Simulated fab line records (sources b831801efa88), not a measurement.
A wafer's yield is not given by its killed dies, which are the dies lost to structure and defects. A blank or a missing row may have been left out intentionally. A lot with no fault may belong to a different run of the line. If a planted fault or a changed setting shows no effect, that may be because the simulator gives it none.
Split-lot experiment || flow sky130 || route with 708 steps; 5 lots, 23 wafers read

THE SPLIT ITSELF
At SKY_METAL5_SPUTTER_00 (material Ti, target thk 15 nm, time 10 s), the setting power_w was moved away from the recipe's 3000 W on 10 of the 23 wafers read, by -9.4% to +11.7%. The other wafers ran this setting at the recipe's value.

The reading comes from the split's own step.

THE READING
Ti_of_METAL5_SPUTTER_00.thk_nm (the simulator's own value, which no gauge read), in nm, at SKY_METAL5_SPUTTER_00 (material Ti, target thk 15 nm, time 10 s). The file gives no usual value for it. Across the 13 wafers here that went through the recipe, the average is 15.03 nm and the standard deviation 0.13 nm.

{"wafer": "L074.1", "tool, chamber at the split": "pvd_sputter-03, -", "power_w as run, W": 3275, "against the recipe": "+9.2%", "Ti_of_METAL5_SPUTTER_00.thk_nm, nm": 16.65, "against lot-mates on the recipe": "+1.58"}
{"wafer": "L074.2", "tool, chamber at the split": "pvd_sputter-03, -", "power_w as run, W": 3000, "against the recipe": "recipe", "Ti_of_METAL5_SPUTTER_00.thk_nm, nm": 15.23, "against lot-mates on the recipe": "-"}
{"wafer": "L074.3", "tool, chamber at the split": "pvd_sputter-03, -", "power_w as run, W": 3275, "against the recipe": "+9.2%", "Ti_of_METAL5_SPUTTER_00.thk_nm, nm": 16.29, "against lot-mates on the recipe": "+1.22"}
{"wafer": "L074.4", "tool, chamber at the split": "pvd_sputter-03, -", "power_w as run, W": 3000, "against the recipe": "recipe", "Ti_of_METAL5_SPUTTER_00.thk_nm, nm": 14.9, "against lot-mates on the recipe": "-"}
{"wafer": "L074.6", "tool, chamber at the split": "pvd_sputter-03, -", "power_w as run, W": 3275, "against the recipe": "+9.2%", "Ti_of_METAL5_SPUTTER_00.thk_nm, nm": 16.44, "against lot-mates on the recipe": "+1.38"}
{"wafer": "L075.1", "tool, chamber at the split": "pvd_sputter-02, -", "power_w as run, W": 3000, "against the recipe": "recipe", "Ti_of_METAL5_SPUTTER_00.thk_nm, nm": 15.07, "against lot-mates on the recipe": "-"}
{"wafer": "L075.3", "tool, chamber at the split": "pvd_sputter-02, -", "power_w as run, W": 2890, "against the recipe": "-3.7%", "Ti_of_METAL5_SPUTTER_00.thk_nm, nm": 14.48, "against lot-mates on the recipe": -0.59}
{"wafer": "L075.4", "tool, chamber at the split": "pvd_sputter-02, -", "power_w as run, W": 2890, "against the recipe": "-3.7%", "Ti_of_METAL5_SPUTTER_00.thk_nm, nm": 14.53, "against lot-mates on the recipe": -0.54}
{"wafer": "L075.5", "tool, chamber at the split": "pvd_sputter-02, -", "power_w as run, W": 3000, "against the recipe": "recipe", "Ti_of_METAL5_SPUTTER_00.thk_nm, nm": 15.2, "against lot-mates on the recipe": "-"}
{"wafer": "L075.6", "tool, chamber at the split": "pvd_sputter-02, -", "power_w as run, W": 3000, "against the recipe": "recipe", "Ti_of_METAL5_SPUTTER_00.thk_nm, nm": 14.95, "against lot-mates on the recipe": "-"}
{"wafer": "L076.1", "tool, chamber at the split": "pvd_sputter-01, -", "power_w as run, W": 3000, "against the recipe": "recipe", "Ti_of_METAL5_SPUTTER_00.thk_nm, nm": 15.05, "against lot-mates on the recipe": "-"}
{"wafer": "L076.2", "tool, chamber at the split": "pvd_sputter-01, -", "power_w as run, W": 3350, "against the recipe": "+11.7%", "Ti_of_METAL5_SPUTTER_00.thk_nm, nm": 17.07, "against lot-mates on the recipe": "+2.02"}
{"wafer": "L076.3", "tool, chamber at the split": "pvd_sputter-01, -", "power_w as run, W": 3000, "against the recipe": "recipe", "Ti_of_METAL5_SPUTTER_00.thk_nm, nm": 14.96, "against lot-mates on the recipe": "-"}
{"wafer": "L076.5", "tool, chamber at the split": "pvd_sputter-01, -", "power_w as run, W": 3000, "against the recipe": "recipe", "Ti_of_METAL5_SPUTTER_00.thk_nm, nm": 15.15, "against lot-mates on the recipe": "-"}
{"wafer": "L076.6", "tool, chamber at the split": "pvd_sputter-01, -", "power_w as run, W": 3350, "against the recipe": "+11.7%", "Ti_of_METAL5_SPUTTER_00.thk_nm, nm": 16.7, "against lot-mates on the recipe": "+1.65"}
{"wafer": "L077.1", "tool, chamber at the split": "pvd_sputter-02, -", "power_w as run, W": 3000, "against the recipe": "recipe", "Ti_of_METAL5_SPUTTER_00.thk_nm, nm": 14.87, "against lot-mates on the recipe": "-"}
{"wafer": "L077.2", "tool, chamber at the split": "pvd_sputter-02, -", "power_w as run, W": 3000, "against the recipe": "recipe", "Ti_of_METAL5_SPUTTER_00.thk_nm, nm": 14.91, "against lot-mates on the recipe": "-"}
{"wafer": "L077.3", "tool, chamber at the split": "pvd_sputter-02, -", "power_w as run, W": 2719, "against the recipe": "-9.4%", "Ti_of_METAL5_SPUTTER_00.thk_nm, nm": 13.71, "against lot-mates on the recipe": -1.18}
{"wafer": "L077.4", "tool, chamber at the split": "pvd_sputter-02, -", "power_w as run, W": 2719, "against the recipe": "-9.4%", "Ti_of_METAL5_SPUTTER_00.thk_nm, nm": 13.67, "against lot-mates on the recipe": -1.22}
{"wafer": "L077.6", "tool, chamber at the split": "pvd_sputter-02, -", "power_w as run, W": 2719, "against the recipe": "-9.4%", "Ti_of_METAL5_SPUTTER_00.thk_nm, nm": 13.58, "against lot-mates on the recipe": -1.31}
{"wafer": "L081.1", "tool, chamber at the split": "pvd_sputter-01, -", "power_w as run, W": 3000, "against the recipe": "recipe", "Ti_of_METAL5_SPUTTER_00.thk_nm, nm": 14.8, "against lot-mates on the recipe": "-"}
{"wafer": "L081.2", "tool, chamber at the split": "pvd_sputter-01, -", "power_w as run, W": 3000, "against the recipe": "recipe", "Ti_of_METAL5_SPUTTER_00.thk_nm, nm": 15.12, "against lot-mates on the recipe": "-"}
{"wafer": "L081.3", "tool, chamber at the split": "pvd_sputter-01, -", "power_w as run, W": 3000, "against the recipe": "recipe", "Ti_of_METAL5_SPUTTER_00.thk_nm, nm": 15.17, "against lot-mates on the recipe": "-"}

THE FIT
A straight line over all 23 wafers: Ti_of_METAL5_SPUTTER_00.thk_nm changes by +0.153 nm for each +1% of power_w; r = +0.99; the points scatter about the line by 0.14 nm.
The same after taking each lot's own level away (the mean of its wafers on the recipe; 23 wafers): +0.147 nm for each +1%; r = +0.99; scatter 0.14 nm.
That fit puts the effect of the largest move of power_w on the reading at 1.7 nm.
Measured against the standard deviation above, the lots' own levels, which go from 14.890 to 15.073 nm, span 1.4 times it.
Hence the lot-to-lot level has little effect on the slope; both slopes agree.
Check: +1.68 nm against its lot-mates is what the line predicts for one of the wafers moved furthest among these (+11.7%) when that wafer is left out of the fit. Against them it came out at +2.02 nm.

ADDITIONAL SPLITS CARRIED BY THESE WAFERS
Other splits were also applied to these wafers ahead of the reading. Each is held against what the fit with the lots' levels taken away leaves over:
{"other split on the same wafers": "SKY_VIA4_CVD_18 temp_c", "wafers away from the commonest value": 7, "r with Ti_of_METAL5_SPUTTER_00.thk_nm (lot level and that fit taken away)": -0.09}

FILE'S OWN FIT
Ti_of_METAL5_SPUTTER_00.thk_nm changes by +0.149 nm for each +1% of power_w, r = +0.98.
